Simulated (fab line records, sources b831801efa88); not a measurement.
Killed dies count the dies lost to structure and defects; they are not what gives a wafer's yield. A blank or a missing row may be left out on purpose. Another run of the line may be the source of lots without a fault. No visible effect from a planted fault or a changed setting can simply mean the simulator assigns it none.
Struck lot and sound lot, side by side	flow sky130	42 out of 708 route steps
Sound: wafers L512.1, L512.2, L512.6. Struck: wafer L522.1 (left out: L522.5, L522.6 of the same lot, which were not struck); the cause appears at the end.
Per side, at each step with rows, come the tool, then ch with its chambers, and then its first start. Under that, the readings that differ: sound wafers	struck wafers	difference of the means	sigmas: that difference in standard deviations of wafers without a fault.
alike: a reading whose means differ by less than 2 such deviations, as well as words and numbers matching on both sides. not compared: withheld readings; readings where some wafer has no value; bounds like >300 that might hide an equal value; numbers whose values overlap and for which the record gives no deviation.
Wherever a step has rows on one side only, a row that says differs or no value, or a row with sigmas, the two part there. Numbers that don't overlap but have no deviation are shown without sigmas and don't part them. A reading missing from all wafers of one side parts the sides only when that side holds two or more wafers.

first, 2 steps without rows for these wafers: SKY_NWELL_PEB_08; SKY_NWELL_DEVELOP_09 (develop time 60 s).
SKY_NWELL_OVL_MEAS_10:
  sound: overlay-01 at day 6 09:58; struck: overlay-02 at day 8 14:22
  alike: NWELL_00_OVL
then, 3 steps without rows for these wafers: SKY_NWELL_IMPLANT_11; SKY_NWELL_IMPLANT_12; SKY_NWELL_IMPLANT_13.
SKY_NWELL_STRIP_14: strips in O2/N2.
  sound on plasma asher-04 ch 0,1, day 6 10:28; struck on plasma asher-01 ch 1, day 8 14:51
  alike: drypump motor current A, oes product au, strip time to endpoint s
  not compared: rf hours counter h
SKY_NWELL_TW_MEAS_15:
  sound: film metro-01 at day 6 10:34; struck: film metro-04 at day 8 14:57
  alike: NWELL_TW
then, 4 steps without rows for these wafers: SKY_NWELL_DEHYDRATE_16 (time 60 s); SKY_NWELL_HMDS_17 (prime time 60 s); SKY_NWELL_COAT_18 (resist thk 3000 nm); SKY_NWELL_SOFTBAKE_19.
SKY_NWELL_EXPOSE_20: exposes mask NWM COMPLEMENT, target cd 840 nm.
  sound on iline stepper-01 ch 0, day 6 19:24; struck on iline stepper-01 ch 0, day 9 02:14
  alike: mask, stage vel mm s
then, 2 steps without rows for these wafers: SKY_NWELL_PEB_21; SKY_NWELL_DEVELOP_22 (develop time 60 s).
SKY_NWELL_OVL_MEAS_23:
  sound: overlay-01 at day 7 05:25; struck: overlay-01 at day 9 13:04
  alike: NWELL_01_OVL
following that, these wafers have no rows for 1 step: SKY_NWELL_IMPLANT_24.
SKY_NWELL_STRIP_25: strips in O2/N2.
  sound on plasma asher-04 ch 0,1, day 7 05:37; struck on plasma asher-03 ch 0, day 9 13:16
  alike: drypump motor current A, oes product au, strip time to endpoint s
  not compared: rf hours counter h
SKY_NWELL_TW_MEAS_26:
  sound: film metro-04 at day 7 05:43; struck: film metro-01 at day 9 13:22
  alike: NWELL_2_TW
then, 1 step without rows for these wafers: SKY_NWELL_CLEAN_27 (cleans in SC1/SC2, time 150 s).
SKY_NWELL_RTA_28: time 30 s.
  sound on rtp anneal-01 ch 0, day 7 05:49; struck on rtp anneal-01 ch 0, day 9 13:28
  alike: lamp power pct, wafer_temp_C_max
SKY_NWELL_RS_MEAS_29: a four-point-probe measurement.
  sound: film metro-04 at day 7 05:55; struck: film metro-04 at day 9 13:34
  alike: NWELL_RS
SKY_NWELL_RS_MEAS_31: a four-point-probe measurement.
  sound: film metro-04 at day 7 06:10; struck: film metro-04 at day 9 13:49
  alike: PWDE_RS
then, 7 steps without rows for these wafers: SKY_VT_ADJUST_HVTP_DEHYDRATE_00 (time 60 s); SKY_VT_ADJUST_HVTP_HMDS_01 (prime time 60 s); SKY_VT_ADJUST_HVTP_COAT_02 (resist thk 1140 nm); SKY_VT_ADJUST_HVTP_SOFTBAKE_03 (time 60 s); SKY_VT_ADJUST_HVTP_EXPOSE_04 (exposes mask HVTPM, target cd 380 nm); SKY_VT_ADJUST_HVTP_PEB_05; SKY_VT_ADJUST_HVTP_DEVELOP_06 (develop time 60 s).
SKY_VT_ADJUST_HVTP_CD_MEAS_07: target cd 380 nm.
  sound: cd sem-01 at day 8 02:13; struck: cd sem-02 at day 10 11:51
  alike: cd nm
SKY_VT_ADJUST_HVTP_OVL_MEAS_08:
  sound: overlay-01 at day 8 02:20; struck: overlay-01 at day 10 11:58
  alike: VT_ADJUST_HVTP_OVL
following that, these wafers have no rows for 1 step: SKY_VT_ADJUST_HVTP_IMPLANT_09.
SKY_VT_ADJUST_HVTP_STRIP_10: strips in O2/N2.
  sound on plasma asher-02 ch 0,1, day 8 02:31; struck on plasma asher-02 ch 1, day 10 12:10
  alike: drypump motor current A, oes product au, strip time to endpoint s
  not compared: rf hours counter h
SKY_VT_ADJUST_HVTP_TW_MEAS_11:
  sound: film metro-01 at day 8 02:37; struck: film metro-03 at day 10 12:16
reading	sound	struck	difference	sigmas
VT_ADJUST_HVTP_TW	1375 1374 1376	1352	-23	-2
then, 6 steps without rows for these wafers: SKY_VT_ADJUST_LVTN_DEHYDRATE_00 (time 60 s); SKY_VT_ADJUST_LVTN_HMDS_01 (prime time 60 s); SKY_VT_ADJUST_LVTN_COAT_02 (resist thk 3000 nm); SKY_VT_ADJUST_LVTN_SOFTBAKE_03; SKY_VT_ADJUST_LVTN_EXPOSE_04 (exposes mask NWM COMPLEMENT LESS NATIVE, target cd 840 nm); SKY_VT_ADJUST_LVTN_PEB_05.
-- a jump in the record: the struck wafers' starts before and after are 40 days apart (it breaks off in module VT_ADJUST_LVTN and resumes in module PAD_OPEN, where the first step shown is number 708 of the route) --
SKY_PAD_OPEN_PROBE_99:
  sound: prober-01 at day 47 18:22; struck: prober-01 at day 50 02:14
reading	sound	struck	difference	sigmas
model.etest.nfet_16v.r on ohm um	1.402e+04 1.402e+04 1.414e+04	1.489e+04	+8.300e+02	
model.etest.pfet_16v.r on ohm um	1.536e+04 1.562e+04 1.534e+04	1.44e+04	-1.04e+03	
model.etest.res iso pwell.width nm (nm)	2644 2642 2649	2760	+115	
model.etest.res nwell.width nm (nm)	838.6 843.2 835.4	790.6	-48.5	
model.etest.pfet_16v.drive ua um	241.8 237.5 239.5	263.7	+24.1	

## WHERE THEY PART
SKY_VT_ADJUST_HVTP_TW_MEAS_11 only, going by this record.

WHY: what the simulator had put in
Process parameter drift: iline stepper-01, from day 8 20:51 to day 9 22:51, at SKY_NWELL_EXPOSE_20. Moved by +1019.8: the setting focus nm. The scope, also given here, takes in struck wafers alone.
